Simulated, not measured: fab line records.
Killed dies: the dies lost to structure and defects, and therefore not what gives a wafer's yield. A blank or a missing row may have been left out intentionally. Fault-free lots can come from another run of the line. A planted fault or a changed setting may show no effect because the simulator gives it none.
fab line records || flow gf180mcu
record {"lots": 12, "wafers": 35, "last-day": 34}
route steps=602 shown STI@3 MVPSD@86 V1@350
lots that met no fault: from a run of the same line without faults
start-h: hours from the record's opening day to when the first of the lot's shown wafers began || wait-h: hours elapsed since this lot's preceding step || " same as the row above || L1.1+2: a single row standing in for several wafers || - either no value or no given start || * or withheld: withheld || < > ~ a bound
route shown NAME@n: NAME is a module with steps in the file, n the number in the route of the first one || usual: mean/standard deviation taken from wafers without a fault || same: alike in all rows || chamber/n: place in a boat || sites: readings site by site || _std_site: the standard deviation of these || _edge_site: inner sites' mean taken away from outer sites' mean || radius-mm: how far each site lies from the wafer's centre || mask NAME#n: copy n || behind: the last tool/chamber to shape the wafer || hold: reason for holding the lot/hours on hold/outcome of the hold || device: transistor that didn't switch, given as n, p or np || end of line: the same wafers' tests at the end of the route || a step without rows: its recipe alone || killed: count of dies lost to structure and defects at first sort (not the wafer's yield) || map: the dies of a wafer, with x for killed, . for not killed, _ for no die there
set.NAME: the setting that was run; set.NAME@STEP: the one run at that earlier step || model.NAME: the simulator's own value behind a step, which no gauge read
route steps across a sampled set of lots; one table per step, one row per wafer
services: the hour from which a tool's chamber was out of use, counted from the record's first day as start-h (under 0 if before that day), plus the number of hours and why
## steps
# step GF_STI_THK_MEAS_02
# recipe {"reads": "SiO2_of_STI_OXIDATION_01"}
# usual {"STI_OXIDATION_THK": "10.02/0.19"}
{"lot.wafer": "L228.2", "tool": "film-metro-03", "chamber": "-", "start-h": 11.52, "wait-h": 0.0, "STI_OXIDATION_THK[nm]": 9.61}
{"lot.wafer": "L228.3", "tool": "film-metro-03", "chamber": "-", "start-h": 11.52, "wait-h": 0.0, "STI_OXIDATION_THK[nm]": 9.60}
{"lot.wafer": "L228.6", "tool": "film-metro-03", "chamber": "-", "start-h": 11.52, "wait-h": 0.0, "STI_OXIDATION_THK[nm]": 9.64}
{"lot.wafer": "L229.1", "tool": "film-metro-02", "chamber": "-", "start-h": 16.51, "wait-h": 0.0, "STI_OXIDATION_THK[nm]": 10.07}
{"lot.wafer": "L229.4", "tool": "film-metro-02", "chamber": "-", "start-h": 16.51, "wait-h": 0.0, "STI_OXIDATION_THK[nm]": 10.14}
{"lot.wafer": "L229.6", "tool": "film-metro-02", "chamber": "-", "start-h": 16.51, "wait-h": 0.0, "STI_OXIDATION_THK[nm]": 10.18}
{"lot.wafer": "L230.1", "tool": "film-metro-02", "chamber": "-", "start-h": 22.10, "wait-h": 0.0, "STI_OXIDATION_THK[nm]": 10.13}
{"lot.wafer": "L230.4", "tool": "film-metro-02", "chamber": "-", "start-h": 22.10, "wait-h": 0.0, "STI_OXIDATION_THK[nm]": 10.23}
{"lot.wafer": "L230.5", "tool": "film-metro-02", "chamber": "-", "start-h": 22.10, "wait-h": 0.0, "STI_OXIDATION_THK[nm]": 10.14}
{"lot.wafer": "L231.1", "tool": "film-metro-03", "chamber": "-", "start-h": 26.51, "wait-h": 0.0, "STI_OXIDATION_THK[nm]": 9.65}
{"lot.wafer": "L231.3", "tool": "film-metro-03", "chamber": "-", "start-h": 26.51, "wait-h": 0.0, "STI_OXIDATION_THK[nm]": 9.89}
{"lot.wafer": "L231.5", "tool": "film-metro-03", "chamber": "-", "start-h": 26.51, "wait-h": 0.0, "STI_OXIDATION_THK[nm]": 9.87}
{"lot.wafer": "L232.2", "tool": "film-metro-04", "chamber": "-", "start-h": 32.81, "wait-h": 0.0, "STI_OXIDATION_THK[nm]": 10.08}
{"lot.wafer": "L232.3", "tool": "film-metro-04", "chamber": "-", "start-h": 32.81, "wait-h": 0.0, "STI_OXIDATION_THK[nm]": 10.02}
{"lot.wafer": "L232.4", "tool": "film-metro-04", "chamber": "-", "start-h": 32.81, "wait-h": 0.0, "STI_OXIDATION_THK[nm]": 10.09}
{"lot.wafer": "L233.1", "tool": "film-metro-02", "chamber": "-", "start-h": 36.51, "wait-h": 0.0, "STI_OXIDATION_THK[nm]": 10.02}
{"lot.wafer": "L233.2", "tool": "film-metro-02", "chamber": "-", "start-h": 36.51, "wait-h": 0.0, "STI_OXIDATION_THK[nm]": 10.14}
{"lot.wafer": "L233.5", "tool": "film-metro-02", "chamber": "-", "start-h": 36.51, "wait-h": 0.0, "STI_OXIDATION_THK[nm]": 10.09}
{"lot.wafer": "L234.3", "tool": "film-metro-04", "chamber": "-", "start-h": 41.94, "wait-h": 0.0, "STI_OXIDATION_THK[nm]": 10.10}
{"lot.wafer": "L234.4", "tool": "film-metro-04", "chamber": "-", "start-h": 41.94, "wait-h": 0.0, "STI_OXIDATION_THK[nm]": 9.99}
{"lot.wafer": "L234.6", "tool": "film-metro-04", "chamber": "-", "start-h": 41.94, "wait-h": 0.0, "STI_OXIDATION_THK[nm]": 10.06}
{"lot.wafer": "L235.4", "tool": "film-metro-02", "chamber": "-", "start-h": 46.70, "wait-h": 0.0, "STI_OXIDATION_THK[nm]": 10.14}
{"lot.wafer": "L235.5", "tool": "film-metro-02", "chamber": "-", "start-h": 46.70, "wait-h": 0.0, "STI_OXIDATION_THK[nm]": 9.99}
{"lot.wafer": "L235.6", "tool": "film-metro-02", "chamber": "-", "start-h": 46.70, "wait-h": 0.0, "STI_OXIDATION_THK[nm]": 10.03}
{"lot.wafer": "L243.1", "tool": "film-metro-03", "chamber": "-", "start-h": 87.19, "wait-h": 0.0, "STI_OXIDATION_THK[nm]": 10.06}
{"lot.wafer": "L243.3", "tool": "film-metro-03", "chamber": "-", "start-h": 87.19, "wait-h": 0.0, "STI_OXIDATION_THK[nm]": 9.85}
{"lot.wafer": "L245.2", "tool": "film-metro-04", "chamber": "-", "start-h": 96.52, "wait-h": 0.0, "STI_OXIDATION_THK[nm]": 10.05}
{"lot.wafer": "L245.4", "tool": "film-metro-04", "chamber": "-", "start-h": 96.52, "wait-h": 0.0, "STI_OXIDATION_THK[nm]": 10.15}
{"lot.wafer": "L245.5", "tool": "film-metro-04", "chamber": "-", "start-h": 96.52, "wait-h": 0.0, "STI_OXIDATION_THK[nm]": 10.23}
{"lot.wafer": "L248.1", "tool": "film-metro-02", "chamber": "-", "start-h": 112.54, "wait-h": 0.0, "STI_OXIDATION_THK[nm]": 10.31}
{"lot.wafer": "L248.3", "tool": "film-metro-02", "chamber": "-", "start-h": 112.54, "wait-h": 0.0, "STI_OXIDATION_THK[nm]": 10.34}
{"lot.wafer": "L248.6", "tool": "film-metro-02", "chamber": "-", "start-h": 112.54, "wait-h": 0.0, "STI_OXIDATION_THK[nm]": 10.41}
{"lot.wafer": "L250.2", "tool": "film-metro-03", "chamber": "-", "start-h": 121.56, "wait-h": 0.0, "STI_OXIDATION_THK[nm]": 9.81}
{"lot.wafer": "L250.4", "tool": "film-metro-03", "chamber": "-", "start-h": 121.56, "wait-h": 0.0, "STI_OXIDATION_THK[nm]": 9.63}
{"lot.wafer": "L250.5", "tool": "film-metro-03", "chamber": "-", "start-h": 121.56, "wait-h": 0.0, "STI_OXIDATION_THK[nm]": 9.80}
# step GF_STI_THK_MEAS_22
# recipe {"reads": "SiO2_of_STI_OXIDATION_21"}
# usual {"STI_OXIDATION_01_THK": "15.1/0.37"}
{"lot.wafer": "L228.2", "tool": "film-metro-03", "chamber": "-", "start-h": 27.42, "wait-h": 0.0, "STI_OXIDATION_01_THK[nm]": 16.1}
{"lot.wafer": "L228.3", "tool": "film-metro-03", "chamber": "-", "start-h": 27.42, "wait-h": 0.0, "STI_OXIDATION_01_THK[nm]": 16.4}
{"lot.wafer": "L228.6", "tool": "film-metro-03", "chamber": "-", "start-h": 27.42, "wait-h": 0.0, "STI_OXIDATION_01_THK[nm]": 16.0}
{"lot.wafer": "L229.1", "tool": "film-metro-04", "chamber": "-", "start-h": 33.19, "wait-h": 0.0, "STI_OXIDATION_01_THK[nm]": 14.6}
{"lot.wafer": "L229.4", "tool": "film-metro-04", "chamber": "-", "start-h": 33.19, "wait-h": 0.0, "STI_OXIDATION_01_THK[nm]": 14.8}
{"lot.wafer": "L229.6", "tool": "film-metro-04", "chamber": "-", "start-h": 33.19, "wait-h": 0.0, "STI_OXIDATION_01_THK[nm]": 14.8}
{"lot.wafer": "L230.1", "tool": "film-metro-04", "chamber": "-", "start-h": 39.02, "wait-h": 0.0, "STI_OXIDATION_01_THK[nm]": 15.0}
{"lot.wafer": "L230.4", "tool": "film-metro-04", "chamber": "-", "start-h": 39.02, "wait-h": 0.0, "STI_OXIDATION_01_THK[nm]": 14.9}
{"lot.wafer": "L230.5", "tool": "film-metro-04", "chamber": "-", "start-h": 39.02, "wait-h": 0.0, "STI_OXIDATION_01_THK[nm]": 15.0}
{"lot.wafer": "L231.1", "tool": "film-metro-02", "chamber": "-", "start-h": 43.04, "wait-h": 0.0, "STI_OXIDATION_01_THK[nm]": 15.1}
{"lot.wafer": "L231.3", "tool": "film-metro-02", "chamber": "-", "start-h": 43.04, "wait-h": 0.0, "STI_OXIDATION_01_THK[nm]": 15.0}
{"lot.wafer": "L231.5", "tool": "film-metro-02", "chamber": "-", "start-h": 43.04, "wait-h": 0.0, "STI_OXIDATION_01_THK[nm]": 14.9}
{"lot.wafer": "L232.2", "tool": "film-metro-02", "chamber": "-", "start-h": 49.00, "wait-h": 0.0, "STI_OXIDATION_01_THK[nm]": 15.5}
{"lot.wafer": "L232.3", "tool": "film-metro-02", "chamber": "-", "start-h": 49.00, "wait-h": 0.0, "STI_OXIDATION_01_THK[nm]": 15.9}
{"lot.wafer": "L232.4", "tool": "film-metro-02", "chamber": "-", "start-h": 49.00, "wait-h": 0.0, "STI_OXIDATION_01_THK[nm]": 15.5}
{"lot.wafer": "L233.1", "tool": "film-metro-02", "chamber": "-", "start-h": 52.64, "wait-h": 0.0, "STI_OXIDATION_01_THK[nm]": 15.2}
{"lot.wafer": "L233.2", "tool": "film-metro-02", "chamber": "-", "start-h": 52.64, "wait-h": 0.0, "STI_OXIDATION_01_THK[nm]": 15.1}
{"lot.wafer": "L233.5", "tool": "film-metro-02", "chamber": "-", "start-h": 52.64, "wait-h": 0.0, "STI_OXIDATION_01_THK[nm]": 15.1}
{"lot.wafer": "L234.3", "tool": "film-metro-04", "chamber": "-", "start-h": 58.23, "wait-h": 0.0, "STI_OXIDATION_01_THK[nm]": 14.6}
{"lot.wafer": "L234.4", "tool": "film-metro-04", "chamber": "-", "start-h": 58.23, "wait-h": 0.0, "STI_OXIDATION_01_THK[nm]": 14.7}
{"lot.wafer": "L234.6", "tool": "film-metro-04", "chamber": "-", "start-h": 58.23, "wait-h": 0.0, "STI_OXIDATION_01_THK[nm]": 14.4}
{"lot.wafer": "L235.4", "tool": "film-metro-02", "chamber": "-", "start-h": 63.38, "wait-h": 0.0, "STI_OXIDATION_01_THK[nm]": 15.5}
{"lot.wafer": "L235.5", "tool": "film-metro-02", "chamber": "-", "start-h": 63.38, "wait-h": 0.0, "STI_OXIDATION_01_THK[nm]": 15.7}
{"lot.wafer": "L235.6", "tool": "film-metro-02", "chamber": "-", "start-h": 63.38, "wait-h": 0.0, "STI_OXIDATION_01_THK[nm]": 15.3}
{"lot.wafer": "L243.1", "tool": "film-metro-02", "chamber": "-", "start-h": 106.47, "wait-h": 0.0, "STI_OXIDATION_01_THK[nm]": 15.1}
{"lot.wafer": "L243.3", "tool": "film-metro-02", "chamber": "-", "start-h": 106.47, "wait-h": 0.0, "STI_OXIDATION_01_THK[nm]": 15.5}
{"lot.wafer": "L245.2", "tool": "film-metro-03", "chamber": "-", "start-h": 114.47, "wait-h": 0.0, "STI_OXIDATION_01_THK[nm]": 14.7}
{"lot.wafer": "L245.4", "tool": "film-metro-03", "chamber": "-", "start-h": 114.47, "wait-h": 0.0, "STI_OXIDATION_01_THK[nm]": 14.7}
{"lot.wafer": "L245.5", "tool": "film-metro-03", "chamber": "-", "start-h": 114.47, "wait-h": 0.0, "STI_OXIDATION_01_THK[nm]": 14.5}
{"lot.wafer": "L248.1", "tool": "film-metro-04", "chamber": "-", "start-h": 133.16, "wait-h": 0.0, "STI_OXIDATION_01_THK[nm]": 15.7}
{"lot.wafer": "L248.3", "tool": "film-metro-04", "chamber": "-", "start-h": 133.16, "wait-h": 0.0, "STI_OXIDATION_01_THK[nm]": 15.7}
{"lot.wafer": "L248.6", "tool": "film-metro-04", "chamber": "-", "start-h": 133.16, "wait-h": 0.0, "STI_OXIDATION_01_THK[nm]": 15.6}
{"lot.wafer": "L250.2", "tool": "film-metro-02", "chamber": "-", "start-h": 142.24, "wait-h": 0.0, "STI_OXIDATION_01_THK[nm]": 14.9}
{"lot.wafer": "L250.4", "tool": "film-metro-02", "chamber": "-", "start-h": 142.24, "wait-h": 0.0, "STI_OXIDATION_01_THK[nm]": 15.2}
{"lot.wafer": "L250.5", "tool": "film-metro-02", "chamber": "-", "start-h": 142.24, "wait-h": 0.0, "STI_OXIDATION_01_THK[nm]": 15.0}
# step GF_MVPSD_IMPLANT_08
# recipe {"species": "B", "energy-kev": 170, "dose-cm2": 1.5e+13, "tilt-deg": 0}
# usual {"tilt-deg": "-0.001/0.018"}
{"lot.wafer": "L228.2", "tool": "implanter-02", "chamber": 0, "start-h": 95.31, "wait-h": 0.0, "tilt-deg": 0.012}
{"lot.wafer": "L228.3", "tool": "implanter-02", "chamber": 0, "start-h": 95.31, "wait-h": 0.0, "tilt-deg": 0.038}
{"lot.wafer": "L228.6", "tool": "implanter-02", "chamber": 0, "start-h": 95.31, "wait-h": 0.0, "tilt-deg": -0.015}
{"lot.wafer": "L229.1", "tool": "implanter-02", "chamber": 0, "start-h": 100.14, "wait-h": 0.0, "tilt-deg": 0.004}
{"lot.wafer": "L229.4", "tool": "implanter-02", "chamber": 0, "start-h": 100.14, "wait-h": 0.0, "tilt-deg": -0.012}
{"lot.wafer": "L229.6", "tool": "implanter-02", "chamber": 0, "start-h": 100.14, "wait-h": 0.0, "tilt-deg": 0.011}
{"lot.wafer": "L230.1", "tool": "implanter-03", "chamber": 0, "start-h": 109.01, "wait-h": 0.0, "tilt-deg": -0.027}
{"lot.wafer": "L230.4", "tool": "implanter-03", "chamber": 0, "start-h": 109.01, "wait-h": 0.0, "tilt-deg": -0.020}
{"lot.wafer": "L230.5", "tool": "implanter-03", "chamber": 0, "start-h": 109.01, "wait-h": 0.0, "tilt-deg": 0.008}
{"lot.wafer": "L231.1", "tool": "implanter-01", "chamber": 0, "start-h": 113.41, "wait-h": 0.0, "tilt-deg": 0.015}
{"lot.wafer": "L231.3", "tool": "implanter-01", "chamber": 0, "start-h": 113.41, "wait-h": 0.0, "tilt-deg": -0.034}
{"lot.wafer": "L231.5", "tool": "implanter-01", "chamber": 0, "start-h": 113.41, "wait-h": 0.0, "tilt-deg": -0.015}
{"lot.wafer": "L232.2", "tool": "implanter-02", "chamber": 0, "start-h": 119.58, "wait-h": 0.0, "tilt-deg": -0.004}
{"lot.wafer": "L232.3", "tool": "implanter-02", "chamber": 0, "start-h": 119.58, "wait-h": 0.0, "tilt-deg": 0.001}
{"lot.wafer": "L232.4", "tool": "implanter-02", "chamber": 0, "start-h": 119.58, "wait-h": 0.0, "tilt-deg": -0.013}
{"lot.wafer": "L233.1", "tool": "implanter-01", "chamber": 0, "start-h": 124.86, "wait-h": 0.0, "tilt-deg": -0.018}
{"lot.wafer": "L233.2", "tool": "implanter-01", "chamber": 0, "start-h": 124.86, "wait-h": 0.0, "tilt-deg": -0.005}
{"lot.wafer": "L233.5", "tool": "implanter-01", "chamber": 0, "start-h": 124.86, "wait-h": 0.0, "tilt-deg": -0.033}
{"lot.wafer": "L234.3", "tool": "implanter-02", "chamber": 0, "start-h": 130.36, "wait-h": 0.1, "tilt-deg": -0.026}
{"lot.wafer": "L234.4", "tool": "implanter-02", "chamber": 0, "start-h": 130.36, "wait-h": 0.1, "tilt-deg": 0.009}
{"lot.wafer": "L234.6", "tool": "implanter-02", "chamber": 0, "start-h": 130.36, "wait-h": 0.1, "tilt-deg": -0.010}
{"lot.wafer": "L235.4", "tool": "implanter-02", "chamber": 0, "start-h": 135.43, "wait-h": 0.1, "tilt-deg": -0.034}
{"lot.wafer": "L235.5", "tool": "implanter-02", "chamber": 0, "start-h": 135.43, "wait-h": 0.1, "tilt-deg": -0.006}
{"lot.wafer": "L235.6", "tool": "implanter-02", "chamber": 0, "start-h": 135.43, "wait-h": 0.1, "tilt-deg": -0.016}
{"lot.wafer": "L243.1", "tool": "implanter-01", "chamber": 0, "start-h": 188.46, "wait-h": 0.0, "tilt-deg": -0.041}
{"lot.wafer": "L243.3", "tool": "implanter-01", "chamber": 0, "start-h": 188.46, "wait-h": 0.0, "tilt-deg": -0.019}
{"lot.wafer": "L245.2", "tool": "implanter-01", "chamber": 0, "start-h": 199.51, "wait-h": 0.0, "tilt-deg": 0.018}
{"lot.wafer": "L245.4", "tool": "implanter-01", "chamber": 0, "start-h": 199.51, "wait-h": 0.0, "tilt-deg": 0.004}
{"lot.wafer": "L245.5", "tool": "implanter-01", "chamber": 0, "start-h": 199.51, "wait-h": 0.0, "tilt-deg": 0.015}
{"lot.wafer": "L248.1", "tool": "implanter-02", "chamber": 0, "start-h": 218.51, "wait-h": 0.0, "tilt-deg": 0.011}
{"lot.wafer": "L248.3", "tool": "implanter-02", "chamber": 0, "start-h": 218.51, "wait-h": 0.0, "tilt-deg": 0.012}
{"lot.wafer": "L248.6", "tool": "implanter-02", "chamber": 0, "start-h": 218.51, "wait-h": 0.0, "tilt-deg": 0.012}
{"lot.wafer": "L250.2", "tool": "implanter-03", "chamber": 0, "start-h": 230.33, "wait-h": 0.0, "tilt-deg": -0.006}
{"lot.wafer": "L250.4", "tool": "implanter-03", "chamber": 0, "start-h": 230.33, "wait-h": 0.0, "tilt-deg": 0.017}
{"lot.wafer": "L250.5", "tool": "implanter-03", "chamber": 0, "start-h": 230.33, "wait-h": 0.0, "tilt-deg": -0.008}
# step GF_VT_IMPLANT_RS_MEAS_49
# recipe {"thk-meas-gauge": "four-point-probe"}
# usual {"MVPSD_RS": "1168.8/2.6"}
{"lot.wafer": "L228.2", "tool": "film-metro-01", "chamber": "-", "start-h": 156.70, "wait-h": 0.1, "MVPSD_RS[ohm/sq]": 1166.3}
{"lot.wafer": "L228.3", "tool": "film-metro-01", "chamber": "-", "start-h": 156.70, "wait-h": 0.1, "MVPSD_RS[ohm/sq]": 1167.1}
{"lot.wafer": "L228.6", "tool": "film-metro-01", "chamber": "-", "start-h": 156.70, "wait-h": 0.1, "MVPSD_RS[ohm/sq]": 1167.0}
{"lot.wafer": "L229.1", "tool": "film-metro-03", "chamber": "-", "start-h": 160.88, "wait-h": 0.1, "MVPSD_RS[ohm/sq]": 1166.3}
{"lot.wafer": "L229.4", "tool": "film-metro-03", "chamber": "-", "start-h": 160.88, "wait-h": 0.1, "MVPSD_RS[ohm/sq]": 1167.4}
{"lot.wafer": "L229.6", "tool": "film-metro-03", "chamber": "-", "start-h": 160.88, "wait-h": 0.1, "MVPSD_RS[ohm/sq]": 1167.2}
{"lot.wafer": "L230.1", "tool": "film-metro-01", "chamber": "-", "start-h": 170.82, "wait-h": 0.1, "MVPSD_RS[ohm/sq]": 1172.8}
{"lot.wafer": "L230.4", "tool": "film-metro-01", "chamber": "-", "start-h": 170.82, "wait-h": 0.1, "MVPSD_RS[ohm/sq]": 1167.7}
{"lot.wafer": "L230.5", "tool": "film-metro-01", "chamber": "-", "start-h": 170.82, "wait-h": 0.1, "MVPSD_RS[ohm/sq]": 1168.9}
{"lot.wafer": "L231.1", "tool": "film-metro-03", "chamber": "-", "start-h": 176.53, "wait-h": 0.1, "MVPSD_RS[ohm/sq]": 1166.1}
{"lot.wafer": "L231.3", "tool": "film-metro-03", "chamber": "-", "start-h": 176.53, "wait-h": 0.1, "MVPSD_RS[ohm/sq]": 1169.5}
{"lot.wafer": "L231.5", "tool": "film-metro-03", "chamber": "-", "start-h": 176.53, "wait-h": 0.1, "MVPSD_RS[ohm/sq]": 1167.2}
{"lot.wafer": "L232.2", "tool": "film-metro-03", "chamber": "-", "start-h": 183.25, "wait-h": 0.1, "MVPSD_RS[ohm/sq]": 1166.7}
{"lot.wafer": "L232.3", "tool": "film-metro-03", "chamber": "-", "start-h": 183.25, "wait-h": 0.1, "MVPSD_RS[ohm/sq]": 1170.0}
{"lot.wafer": "L232.4", "tool": "film-metro-03", "chamber": "-", "start-h": 183.25, "wait-h": 0.1, "MVPSD_RS[ohm/sq]": 1169.0}
{"lot.wafer": "L233.1", "tool": "film-metro-01", "chamber": "-", "start-h": 190.08, "wait-h": 0.1, "MVPSD_RS[ohm/sq]": 1170.3}
{"lot.wafer": "L233.2", "tool": "film-metro-01", "chamber": "-", "start-h": 190.08, "wait-h": 0.1, "MVPSD_RS[ohm/sq]": 1170.3}
{"lot.wafer": "L233.5", "tool": "film-metro-01", "chamber": "-", "start-h": 190.08, "wait-h": 0.1, "MVPSD_RS[ohm/sq]": 1172.2}
{"lot.wafer": "L234.3", "tool": "film-metro-01", "chamber": "-", "start-h": 195.56, "wait-h": 0.1, "MVPSD_RS[ohm/sq]": 1168.8}
{"lot.wafer": "L234.4", "tool": "film-metro-01", "chamber": "-", "start-h": 195.56, "wait-h": 0.1, "MVPSD_RS[ohm/sq]": 1167.5}
{"lot.wafer": "L234.6", "tool": "film-metro-01", "chamber": "-", "start-h": 195.56, "wait-h": 0.1, "MVPSD_RS[ohm/sq]": 1167.3}
{"lot.wafer": "L235.4", "tool": "film-metro-03", "chamber": "-", "start-h": 200.94, "wait-h": 0.1, "MVPSD_RS[ohm/sq]": 1171.9}
{"lot.wafer": "L235.5", "tool": "film-metro-03", "chamber": "-", "start-h": 200.94, "wait-h": 0.1, "MVPSD_RS[ohm/sq]": 1170.2}
{"lot.wafer": "L235.6", "tool": "film-metro-03", "chamber": "-", "start-h": 200.94, "wait-h": 0.1, "MVPSD_RS[ohm/sq]": 1172.5}
{"lot.wafer": "L243.1", "tool": "film-metro-04", "chamber": "-", "start-h": 259.98, "wait-h": 0.1, "MVPSD_RS[ohm/sq]": 1171.9}
{"lot.wafer": "L243.3", "tool": "film-metro-04", "chamber": "-", "start-h": 259.98, "wait-h": 0.1, "MVPSD_RS[ohm/sq]": 1178.8}
{"lot.wafer": "L245.2", "tool": "film-metro-03", "chamber": "-", "start-h": 273.15, "wait-h": 0.1, "MVPSD_RS[ohm/sq]": 1177.4}
{"lot.wafer": "L245.4", "tool": "film-metro-03", "chamber": "-", "start-h": 273.15, "wait-h": 0.1, "MVPSD_RS[ohm/sq]": 1167.8}
{"lot.wafer": "L245.5", "tool": "film-metro-03", "chamber": "-", "start-h": 273.15, "wait-h": 0.1, "MVPSD_RS[ohm/sq]": 1166.9}
{"lot.wafer": "L248.1", "tool": "film-metro-01", "chamber": "-", "start-h": 294.52, "wait-h": 0.1, "MVPSD_RS[ohm/sq]": 1165.7}
{"lot.wafer": "L248.3", "tool": "film-metro-01", "chamber": "-", "start-h": 294.52, "wait-h": 0.1, "MVPSD_RS[ohm/sq]": 1163.4}
{"lot.wafer": "L248.6", "tool": "film-metro-01", "chamber": "-", "start-h": 294.52, "wait-h": 0.1, "MVPSD_RS[ohm/sq]": 1164.4}
{"lot.wafer": "L250.2", "tool": "film-metro-04", "chamber": "-", "start-h": 309.50, "wait-h": 0.1, "MVPSD_RS[ohm/sq]": 1166.8}
{"lot.wafer": "L250.4", "tool": "film-metro-04", "chamber": "-", "start-h": 309.50, "wait-h": 0.1, "MVPSD_RS[ohm/sq]": 1166.9}
{"lot.wafer": "L250.5", "tool": "film-metro-04", "chamber": "-", "start-h": 309.50, "wait-h": 0.1, "MVPSD_RS[ohm/sq]": 1166.3}
# step GF_V1_OVL_MEAS_15
# usual {"V1_OVL": "3/5.6"}
{"lot.wafer": "L228.2", "tool": "overlay-02", "chamber": "-", "start-h": 406.04, "wait-h": 0.1, "V1_OVL[nm]": 0}
{"lot.wafer": "L228.3", "tool": "overlay-02", "chamber": "-", "start-h": 406.04, "wait-h": 0.1, "V1_OVL[nm]": -7}
{"lot.wafer": "L228.6", "tool": "overlay-02", "chamber": "-", "start-h": 406.04, "wait-h": 0.1, "V1_OVL[nm]": 3}
{"lot.wafer": "L229.1", "tool": "overlay-01", "chamber": "-", "start-h": 411.82, "wait-h": 0.1, "V1_OVL[nm]": 4}
{"lot.wafer": "L229.4", "tool": "overlay-01", "chamber": "-", "start-h": 411.82, "wait-h": 0.1, "V1_OVL[nm]": -5}
{"lot.wafer": "L229.6", "tool": "overlay-01", "chamber": "-", "start-h": 411.82, "wait-h": 0.1, "V1_OVL[nm]": 3}
{"lot.wafer": "L230.1", "tool": "overlay-01", "chamber": "-", "start-h": 428.93, "wait-h": 0.1, "V1_OVL[nm]": -5}
{"lot.wafer": "L230.4", "tool": "overlay-01", "chamber": "-", "start-h": 428.93, "wait-h": 0.1, "V1_OVL[nm]": 6}
{"lot.wafer": "L230.5", "tool": "overlay-01", "chamber": "-", "start-h": 428.93, "wait-h": 0.1, "V1_OVL[nm]": 4}
{"lot.wafer": "L231.1", "tool": "overlay-02", "chamber": "-", "start-h": 442.08, "wait-h": 0.1, "V1_OVL[nm]": 10}
{"lot.wafer": "L231.3", "tool": "overlay-02", "chamber": "-", "start-h": 442.08, "wait-h": 0.1, "V1_OVL[nm]": 10}
{"lot.wafer": "L231.5", "tool": "overlay-02", "chamber": "-", "start-h": 442.08, "wait-h": 0.1, "V1_OVL[nm]": 9}
{"lot.wafer": "L232.2", "tool": "overlay-01", "chamber": "-", "start-h": 447.39, "wait-h": 0.1, "V1_OVL[nm]": 7}
{"lot.wafer": "L232.3", "tool": "overlay-01", "chamber": "-", "start-h": 447.39, "wait-h": 0.1, "V1_OVL[nm]": -6}
{"lot.wafer": "L232.4", "tool": "overlay-01", "chamber": "-", "start-h": 447.39, "wait-h": 0.1, "V1_OVL[nm]": 3}
{"lot.wafer": "L233.1", "tool": "overlay-02", "chamber": "-", "start-h": 456.39, "wait-h": 0.1, "V1_OVL[nm]": -8}
{"lot.wafer": "L233.2", "tool": "overlay-02", "chamber": "-", "start-h": 456.39, "wait-h": 0.1, "V1_OVL[nm]": 0}
{"lot.wafer": "L233.5", "tool": "overlay-02", "chamber": "-", "start-h": 456.39, "wait-h": 0.1, "V1_OVL[nm]": -2}
{"lot.wafer": "L234.3", "tool": "overlay-02", "chamber": "-", "start-h": 467.64, "wait-h": 0.1, "V1_OVL[nm]": -3}
{"lot.wafer": "L234.4", "tool": "overlay-02", "chamber": "-", "start-h": 467.64, "wait-h": 0.1, "V1_OVL[nm]": 9}
{"lot.wafer": "L234.6", "tool": "overlay-02", "chamber": "-", "start-h": 467.64, "wait-h": 0.1, "V1_OVL[nm]": 12}
{"lot.wafer": "L235.4", "tool": "overlay-01", "chamber": "-", "start-h": 477.08, "wait-h": 0.1, "V1_OVL[nm]": 3}
{"lot.wafer": "L235.5", "tool": "overlay-01", "chamber": "-", "start-h": 477.08, "wait-h": 0.1, "V1_OVL[nm]": 1}
{"lot.wafer": "L235.6", "tool": "overlay-01", "chamber": "-", "start-h": 477.08, "wait-h": 0.1, "V1_OVL[nm]": 3}
{"lot.wafer": "L243.1", "tool": "overlay-01", "chamber": "-", "start-h": 548.18, "wait-h": 0.1, "V1_OVL[nm]": 3}
{"lot.wafer": "L243.3", "tool": "overlay-01", "chamber": "-", "start-h": 548.18, "wait-h": 0.1, "V1_OVL[nm]": 8}
{"lot.wafer": "L245.2", "tool": "overlay-02", "chamber": "-", "start-h": 559.79, "wait-h": 0.1, "V1_OVL[nm]": 4}
{"lot.wafer": "L245.4", "tool": "overlay-02", "chamber": "-", "start-h": 559.79, "wait-h": 0.1, "V1_OVL[nm]": 2}
{"lot.wafer": "L245.5", "tool": "overlay-02", "chamber": "-", "start-h": 559.79, "wait-h": 0.1, "V1_OVL[nm]": 12}
{"lot.wafer": "L248.1", "tool": "overlay-02", "chamber": "-", "start-h": 583.66, "wait-h": 0.1, "V1_OVL[nm]": 1}
{"lot.wafer": "L248.3", "tool": "overlay-02", "chamber": "-", "start-h": 583.66, "wait-h": 0.1, "V1_OVL[nm]": 7}
{"lot.wafer": "L248.6", "tool": "overlay-02", "chamber": "-", "start-h": 583.66, "wait-h": 0.1, "V1_OVL[nm]": 7}
{"lot.wafer": "L250.2", "tool": "overlay-01", "chamber": "-", "start-h": 600.84, "wait-h": 0.1, "V1_OVL[nm]": -10}
{"lot.wafer": "L250.4", "tool": "overlay-01", "chamber": "-", "start-h": 600.84, "wait-h": 0.1, "V1_OVL[nm]": -7}
{"lot.wafer": "L250.5", "tool": "overlay-01", "chamber": "-", "start-h": 600.84, "wait-h": 0.1, "V1_OVL[nm]": -6}
## services
{"tool": "implanter-02", "chamber": "-", "start-h": 78.52, "hours": 4.2, "kind": "pm"}
{"tool": "implanter-03", "chamber": "-", "start-h": 132.67, "hours": 3.3, "kind": "repair"}
## key
first-sign {"step": "GF_VT_IMPLANT_RS_MEAS_49", "reading": "MVPSD_RS", "direction": "up", "sigmas": 3.6, "usual": 1168.8, "struck": 1178.1}
effect none on later readings
met-at GF_MVPSD_IMPLANT_08
struck-lots L243,L245
struck-wafers L243.3,L245.2
tester-left-out L243,L245
not-acting-at GF_STI_THK_MEAS_02,GF_STI_THK_MEAS_22,GF_V1_OVL_MEAS_15
onset-between 124.86 188.46
fault {"kind": "process-parameter-drift", "tool": "implanter-01", "chamber": "-", "onset-h": 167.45, "steps": "GF_MVPSD_IMPLANT_08", "channel": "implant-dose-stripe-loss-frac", "offset": 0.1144, "shape": "step", "end-h": 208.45, "scope": "struck-wafers-only"}
# tester-left-out: of these lots the tester's yield and bins aren't shown, on N5 and GAA mostly nor the transistor test; their killed dies are dies lost to structure and defects alone, not to doping, threshold or leakage, so they don't give the yield
